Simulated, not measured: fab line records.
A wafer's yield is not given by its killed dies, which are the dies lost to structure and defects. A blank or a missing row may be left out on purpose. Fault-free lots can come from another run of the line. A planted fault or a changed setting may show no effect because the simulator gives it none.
Code-filled problem report in 8D (eight disciplines) form -- flow sky130 -- the parts of the form that need people (team, actions taken, sign-off) are left out

== 1. THE ISSUE ==
Mean CONTACT_W_RS at SKY_CONTACT_RS_MEAS_25: 0.391 ohm/sq over 3 wafers in 2 lots; fault-free wafers: 0.338 ohm/sq, standard deviation 0.0086. That is +6.2 standard deviations from the usual mean.
The step: measures by four-point-probe.
The first sign was on wafer L136.3 at day 35 17:21, on film-metro-02. The record holds 36 wafers of 12 lots with a number at this step. The rule behind "out" and "out of limits": a value lying over 4 standard deviations away from the usual mean. The rest of the wafers with a number are treated as sound.

== 2. WHAT IT IS, AND WHAT IT ISN'T ==
question,is,is not
which readings at this step,CONTACT_W_RS,-
which lots,"L136, L138","L124, L127, L128, L130, L131, L135, L141, L142, L144, L147"
which wafers of those lots,"L136.3, L136.6, L138.6","L136.4, L138.3, L138.5"
read on which gauges,film-metro-02,"film-metro-01, film-metro-03"
when,from day 35 17:21,"up to then (19 sound wafers); but 14 sound wafers of L138, L141, L142, L144, L147 came after"

== 3. WHAT RULES OUT EACH SUSPECT ==
Counting: any tool at a process step up to the reading remains a suspect provided it ran every lot that is out. Sound lots after the first of them don't rule it out here, since some wafers of a struck lot are sound.
- the gauge at SKY_CONTACT_RS_MEAS_25: kept. All the wafers that are out were read on film-metro-02, and no step on other tools shows them out.
- cvd-w-02 at SKY_CONTACT_CVD_24 (deposits W, target thk 340 nm, time 102.12 s): kept. It processed each lot that is out (first: L136, day 35 17:14); up to then, its last sound lot is L131 (day 34 06:45).
- Within cvd-w-02 at SKY_CONTACT_CVD_24, the wafers that are out were processed in chamber 1 and their sound lot-mates in chamber 0.
Left after counting: cvd-w-02 at SKY_CONTACT_CVD_24, film-metro-02 at SKY_CONTACT_RS_MEAS_25.

== 4. THE CAUSE (what the simulator had put in) ==
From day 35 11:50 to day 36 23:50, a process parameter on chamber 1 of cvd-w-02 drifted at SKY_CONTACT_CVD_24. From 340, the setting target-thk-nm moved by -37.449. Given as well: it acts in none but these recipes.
Counting left 2 suspects, and this tool is among them.

== 5. THE EFFECT CHAIN, in route order ==
Each row: a reading where the mean over the struck wafers with a number is more than 3 standard deviations away from the usual. Readings are gone through only where the record gives a usual standard deviation; hours: the median, over the lots, of the time from a lot's start at the first step in this table giving one to that lot's start at this step; sigmas: the change measured in usual standard deviations.
hours,step,reading,usual,on struck wafers,change,sigmas
0,SKY_CONTACT_RS_MEAS_25,CONTACT_W_RS,0.338 ohm/sq,0.391,+0.053,+6.2
0,SKY_CONTACT_THK_MEAS_26,CONTACT_W_THK,327 nm,283,-44,-5.1

== 6. HOW IT WOULD HAVE BEEN CAUGHT EARLIER ==
6 hours passed between the start of the fault at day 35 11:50 and the first reading out of limits at a measuring or inspecting step in this record, taken at day 35 17:21.
Of the tool readings at SKY_CONTACT_CVD_24 for which the record gives a usual standard deviation, none was out on any struck wafer, so an alarm limit of 4 standard deviations on them would not have fired.
Among the 2 lots that are out, L138 began SKY_CONTACT_CVD_24 on cvd-w-02 after day 35 17:21. A hold on the tool at that time would have spared it.
